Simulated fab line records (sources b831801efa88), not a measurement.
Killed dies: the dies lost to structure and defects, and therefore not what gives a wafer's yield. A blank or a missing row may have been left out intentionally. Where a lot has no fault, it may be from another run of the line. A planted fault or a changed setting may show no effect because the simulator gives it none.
Comparing a struck lot with a sound one / flow sky130 / 15 steps out of a route of 708
Sound: the wafers L299.2, L299.3, L299.5. Wafers struck: L306.3, L306.4, L306.5. The cause is named last.
At each step with rows: each side's tool, then ch and its chambers, then its first start. Under that, the readings that differ: sound wafers / struck wafers / difference of the means / sigmas: that difference in standard deviations of wafers without a fault.
alike: a reading whose means differ by less than 2 such deviations, as well as words and numbers matching on both sides. not compared: withheld readings; readings where some wafer has no value; bounds like >300 that might hide an equal value; numbers whose values overlap and for which the record gives no deviation.
Wherever a step has rows on one side only, a row that says differs or no value, or a row with sigmas, the two part there. Numbers that don't overlap but have no deviation are shown without sigmas and don't part them. A reading that every wafer of one side lacks parts them only if that side has two wafers or more.

first, 1 step without rows for these wafers: SKY_VT_ADJUST_NCORE_IMPLANT_09.
SKY_VT_ADJUST_NCORE_STRIP_10: strips in O2/N2.
  sound on plasma_asher-04 ch 0,1, day 8 18:27; struck on plasma_asher-04 ch 0,1, day 10 18:13
  alike: drypump_motor_current_A, oes_product_au, strip_time_to_endpoint_s
  not compared: rf_hours_counter_h
SKY_VT_ADJUST_NCORE_TW_MEAS_11:
  sound on film_metro-01, day 8 18:34; struck on film_metro-04, day 10 18:19
  alike: VT_ADJUST_NCORE_TW
then, 7 steps without rows for these wafers: SKY_VT_ADJUST_HVTR_DEHYDRATE_00 (time 60 s); SKY_VT_ADJUST_HVTR_HMDS_01 (prime time 60 s); SKY_VT_ADJUST_HVTR_COAT_02 (resist thk 1140 nm); SKY_VT_ADJUST_HVTR_SOFTBAKE_03 (time 60 s); SKY_VT_ADJUST_HVTR_EXPOSE_04 (exposes mask HVTRM, target cd 380 nm); SKY_VT_ADJUST_HVTR_PEB_05; SKY_VT_ADJUST_HVTR_DEVELOP_06 (develop time 61.13 s).
SKY_VT_ADJUST_HVTR_CD_MEAS_07: target cd 380 nm.
  sound on cd_sem-02, day 9 15:22; struck on cd_sem-02, day 11 17:31
  alike: cd_nm
SKY_VT_ADJUST_HVTR_OVL_MEAS_08:
  sound on overlay-01, day 9 15:28; struck on overlay-01, day 11 17:36
  alike: VT_ADJUST_HVTR_OVL
SKY_VT_ADJUST_HVTR_IMPLANT_09:
  sound on implanter-03 ch 0, day 9 15:32; struck on implanter-02 ch 0, day 11 17:40
reading=implant_ion_amu; sound=11 11 11; struck=49 49 49; difference=+38; sigmas=
reading=model.implant.rp_nm (nm); sound=32.69 32.69 32.69; struck=10.06 10.06 10.06; difference=-22.63; sigmas=
reading=model.implant.drp_nm (nm); sound=17.11 17.11 17.11; struck=6.005 6.005 6.005; difference=-11.105; sigmas=
  alike: beam_energy_keV
SKY_VT_ADJUST_HVTR_STRIP_10: strips in O2/N2.
  sound on plasma_asher-01 ch 0,1, day 9 15:39; struck on plasma_asher-01 ch 0,1, day 11 17:49
  alike: drypump_motor_current_A, oes_product_au, strip_time_to_endpoint_s
  not compared: rf_hours_counter_h
SKY_VT_ADJUST_HVTR_TW_MEAS_11:
  sound on film_metro-04, day 9 15:46; struck on film_metro-04, day 11 18:07
reading=VT_ADJUST_HVTR_TW; sound=208.4 207.7 208.4; struck=305.1 303.5 303.6; difference=+95.9; sigmas=+56
  not compared: hold

== WHERE THEY PART ==
Within this record, at SKY_VT_ADJUST_HVTR_TW_MEAS_11 only.

WHY: whatever the simulator had introduced
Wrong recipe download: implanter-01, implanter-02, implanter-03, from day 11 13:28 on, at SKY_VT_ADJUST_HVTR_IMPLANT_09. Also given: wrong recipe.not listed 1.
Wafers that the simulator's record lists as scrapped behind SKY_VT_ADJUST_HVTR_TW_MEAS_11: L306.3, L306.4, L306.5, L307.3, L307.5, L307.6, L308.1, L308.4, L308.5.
